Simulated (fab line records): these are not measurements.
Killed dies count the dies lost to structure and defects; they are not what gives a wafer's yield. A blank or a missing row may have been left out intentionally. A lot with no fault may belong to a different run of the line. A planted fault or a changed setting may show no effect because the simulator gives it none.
Which tool is to blame? | flow sky130 | 33 wafers from 11 lots sampled at 5 of the route's 708 steps

## WHAT THE GAUGES SHOWED, per wafer
SKY_FIELD_ISO_THK_MEAS_23. Usual: FIELD_ISO_OXIDATION_01_THK 10.03 nm, standard deviation 0.18.
lot  | measured    | on            | FIELD_ISO_OXIDATION_01_THK (nm) | flag
L474 | day 2 10:55 | film_metro-01 | 9.79 9.97 10.04                 |
L479 | day 3 20:50 | film_metro-01 | 9.75 9.84 9.79                  |
L480 | day 3 20:54 | film_metro-01 | 9.84 9.93 9.95                  |
L482 | day 4 06:40 | film_metro-01 | 9.83 9.99 9.93                  |
L483 | day 4 15:13 | film_metro-03 | 10.25 10.23 10.00               |
L484 | day 4 15:49 | film_metro-01 | 9.87 9.82 9.83                  |
L486 | day 5 03:13 | film_metro-03 | 9.79 9.87 9.89                  |
L490 | day 5 22:46 | film_metro-03 | 10.27 10.26 10.07               |
L492 | day 6 10:35 | film_metro-03 | 9.97 10.00 9.97                 |
L495 | day 7 04:10 | film_metro-01 | 10.23 10.11 10.20               |
L496 | day 7 06:35 | film_metro-01 | 10.02 9.86 9.74                 |

SKY_VT_ADJUST_LVTN_TW_MEAS_10. Usual: VT_ADJUST_LVTN_TW 242.6, standard deviation 0.96.
lot  | measured     | on            | VT_ADJUST_LVTN_TW             | flag
L474 | day 7 01:16  | film_metro-03 | 242.5 244.1 242.2             |
L479 | day 8 19:45  | film_metro-02 | 244.4 242.2 243.2             |
L480 | day 8 20:59  | film_metro-02 | 243.9 242.1 243.5             |
L482 | day 9 09:51  | film_metro-02 | 30.3 30.3 30.4 30.4 30.3 30.2 | OFF
L483 | day 9 18:28  | film_metro-03 | 30.2 30.4 30.1 30.3 30.2 30.3 | OFF
L484 | day 9 20:05  | film_metro-02 | 30.2 30.3 30.2 30.3 30.3 30.2 | OFF
L486 | day 10 08:50 | film_metro-03 | 240.8 242.7 241.2             |
L490 | day 11 09:32 | film_metro-02 | 243.0 242.3 241.9             |
L492 | day 12 02:34 | film_metro-02 | 243.3 241.8 241.8             |
L495 | day 13 09:52 | film_metro-03 | 241.4 241.8 241.3             |
L496 | day 13 11:04 | film_metro-02 | 244.6 243.7 242.8             |

## TOOL THAT RAN EACH LOT (tool first, then ch and the chambers of the sampled wafers, then the start)
lot  | SKY_PWDE_STRIP_09                   | SKY_VT_ADJUST_HVTP_STRIP_10          | SKY_VT_ADJUST_LVTN_STRIP_09
L474 | plasma_asher-03 ch 0,1, day 3 23:24 | plasma_asher-04 ch 1, day 6 05:31    | plasma_asher-03 ch 0,1, day 7 01:03
L479 | plasma_asher-03 ch 0,1, day 5 12:48 | plasma_asher-02 ch 0,1, day 7 22:42  | plasma_asher-02 ch 0,1, day 8 19:39
L480 | plasma_asher-04 ch 0,1, day 5 13:09 | plasma_asher-01 ch 0,1, day 7 23:42  | plasma_asher-01 ch 0, day 8 20:53
L482 | plasma_asher-01 ch 0,1, day 5 23:50 | plasma_asher-04 ch 0,1, day 8 13:06  | plasma_asher-01 ch 0,1, day 9 09:46
L483 | plasma_asher-03 ch 0,1, day 6 08:47 | plasma_asher-04 ch 0, day 8 21:31    | plasma_asher-03 ch 1, day 9 18:21
L484 | plasma_asher-04 ch 0,1, day 6 09:29 | plasma_asher-02 ch 0,1, day 8 22:16  | plasma_asher-01 ch 0,1, day 9 19:59
L486 | plasma_asher-01 ch 0, day 6 20:35   | plasma_asher-02 ch 0,1, day 9 10:03  | plasma_asher-02 ch 0,1, day 10 08:38
L490 | plasma_asher-04 ch 0,1, day 7 18:18 | plasma_asher-02 ch 0,1, day 10 10:40 | plasma_asher-01 ch 0,1, day 11 09:26
L492 | plasma_asher-03 ch 0,1, day 8 08:29 | plasma_asher-04 ch 0,1, day 11 03:17 | plasma_asher-03 ch 0,1, day 12 02:29
L495 | plasma_asher-04 ch 0,1, day 9 09:36 | plasma_asher-02 ch 0,1, day 12 07:46 | plasma_asher-03 ch 0,1, day 13 09:45
L496 | plasma_asher-03 ch 0,1, day 9 10:05 | plasma_asher-02 ch 0,1, day 12 08:58 | plasma_asher-01 ch 0,1, day 13 10:56
- SKY_PWDE_STRIP_09: strips in O2/N2.
- SKY_VT_ADJUST_HVTP_STRIP_10: strips in O2/N2.
- SKY_VT_ADJUST_LVTN_STRIP_09: strips in O2/N2.

## AS READ BY THE TOOLS THEMSELVES (means over the sampled wafers that have a number; for cases with no such wafer, the mark the record gives instead)
SKY_PWDE_STRIP_09. Usual: chamber_pressure_mTorr 1499.9 mTorr, standard deviation 1.4; drypump_motor_current_A 5.6 A, standard deviation 0.5; oes_product_au 0.723 a.u., standard deviation 0.0043; strip_time_to_endpoint_s 36.98 s, standard deviation 0.11.
lot  | tool            | chamber_pressure_mTorr (mTorr) | drypump_motor_current_A (A) | oes_product_au (a.u.) | strip_time_to_endpoint_s (s) | flag
L474 | plasma_asher-03 | 1499.3                         | 5.3                         | 0.724                 | 37.14                        |
L479 | plasma_asher-03 | 1501.4                         | 5.3                         | 0.722                 | 36.96                        |
L480 | plasma_asher-04 | 1499.9                         | 5.4                         | 0.721                 | 37.06                        |
L482 | plasma_asher-01 | 1500.1                         | 6.4                         | 0.722                 | 36.80                        |
L483 | plasma_asher-03 | 1501.1                         | 5.3                         | 0.724                 | 37.03                        |
L484 | plasma_asher-04 | 1499.2                         | 5.7                         | 0.722                 | 36.96                        |
L486 | plasma_asher-01 | 1500.4                         | 5.8                         | 0.724                 | 37.08                        |
L490 | plasma_asher-04 | 1499.6                         | 5.4                         | 0.720                 | 37.04                        |
L492 | plasma_asher-03 | 1499.1                         | 5.3                         | 0.725                 | 36.97                        |
L495 | plasma_asher-04 | 1501.4                         | 5.4                         | 0.724                 | 36.81                        |
L496 | plasma_asher-03 | 1499.7                         | 5.3                         | 0.717                 | 36.76                        |

SKY_VT_ADJUST_HVTP_STRIP_10. Usual: chamber_pressure_mTorr 1500.1 mTorr, standard deviation 1.2; drypump_motor_current_A 5.9 A, standard deviation 0.44; oes_product_au 0.716 a.u., standard deviation 0.0041; strip_time_to_endpoint_s 14.20 s, standard deviation 0.041.
lot  | tool            | chamber_pressure_mTorr (mTorr) | drypump_motor_current_A (A) | oes_product_au (a.u.) | strip_time_to_endpoint_s (s) | flag
L474 | plasma_asher-04 | 1500.3                         | 5.9                         | 0.713                 | 14.22                        |
L479 | plasma_asher-02 | 1499.7                         | 5.8                         | 0.714                 | 14.21                        |
L480 | plasma_asher-01 | 1501.2                         | 6.1                         | 0.716                 | 14.25                        |
L482 | plasma_asher-04 | -                              | -                           | -                     | -                            | OFF
L483 | plasma_asher-04 | -                              | -                           | -                     | -                            | OFF
L484 | plasma_asher-02 | -                              | -                           | -                     | -                            | OFF
L486 | plasma_asher-02 | 1500.6                         | 5.8                         | 0.718                 | 14.16                        |
L490 | plasma_asher-02 | 1501.0                         | 5.9                         | 0.716                 | 14.18                        |
L492 | plasma_asher-04 | 1499.9                         | 5.4                         | 0.716                 | 14.20                        |
L495 | plasma_asher-02 | 1499.8                         | 5.8                         | 0.715                 | 14.19                        |
L496 | plasma_asher-02 | 1499.7                         | 5.9                         | 0.712                 | 14.16                        |

SKY_VT_ADJUST_LVTN_STRIP_09. Usual: chamber_pressure_mTorr 1499.8 mTorr, standard deviation 1.4; drypump_motor_current_A 5.9 A, standard deviation 0.53; oes_product_au 0.722 a.u., standard deviation 0.0047; strip_time_to_endpoint_s 36.88 s, standard deviation 0.11.
lot  | tool            | chamber_pressure_mTorr (mTorr) | drypump_motor_current_A (A) | oes_product_au (a.u.) | strip_time_to_endpoint_s (s) | flag
L474 | plasma_asher-03 | 1499.0                         | 5.3                         | 0.724                 | 36.89                        |
L479 | plasma_asher-02 | 1500.0                         | 5.8                         | 0.717                 | 36.74                        |
L480 | plasma_asher-01 | 1500.0                         | 5.8                         | 0.726                 | 36.71                        |
L482 | plasma_asher-01 | 1499.9                         | 6.2                         | 0.728                 | 53.75                        | OFF
L483 | plasma_asher-03 | 1498.9                         | 5.3                         | 0.727                 | 53.88                        | OFF
L484 | plasma_asher-01 | 1499.2                         | 6.1                         | 0.723                 | 53.59                        | OFF
L486 | plasma_asher-02 | 1499.9                         | 5.8                         | 0.723                 | 36.87                        |
L490 | plasma_asher-01 | 1499.5                         | 6.5                         | 0.722                 | 36.91                        |
L492 | plasma_asher-03 | 1499.5                         | 5.3                         | 0.725                 | 36.71                        |
L495 | plasma_asher-03 | 1499.4                         | 5.2                         | 0.723                 | 36.93                        |
L496 | plasma_asher-01 | 1500.4                         | 6.1                         | 0.721                 | 36.84                        |

## THE ANSWER, worked out from the rows above alone
Rule: lot off if the mean of its wafers having a number is beyond 3 standard deviations from the usual mean. A lot without any number at a reading at which 4 lots or more have one is off too. The other lots that the step has rows for count as sound. First the gauges in route order, then the tools' own readings, where a lot's mean is used as printed above. The first step at which some lot is off is used, and at that step the reading that is off furthest; a lot without a number counts as furthest.
Off: L482, L483, L484, seen at SKY_VT_ADJUST_LVTN_TW_MEAS_10 (VT_ADJUST_LVTN_TW).
If a tool, at a process step before that reading, ran all the lots that are off and no sound lot after the first of them, it fits. Not tried: the gauges at SKY_VT_ADJUST_LVTN_TW_MEAS_10; whatever is off there is also off at SKY_VT_ADJUST_HVTP_STRIP_10, on other tools, and gauge error can't account for it. Not one of the candidates tried fits.

## WHAT HAD BEEN PUT IN BY THE SIMULATOR
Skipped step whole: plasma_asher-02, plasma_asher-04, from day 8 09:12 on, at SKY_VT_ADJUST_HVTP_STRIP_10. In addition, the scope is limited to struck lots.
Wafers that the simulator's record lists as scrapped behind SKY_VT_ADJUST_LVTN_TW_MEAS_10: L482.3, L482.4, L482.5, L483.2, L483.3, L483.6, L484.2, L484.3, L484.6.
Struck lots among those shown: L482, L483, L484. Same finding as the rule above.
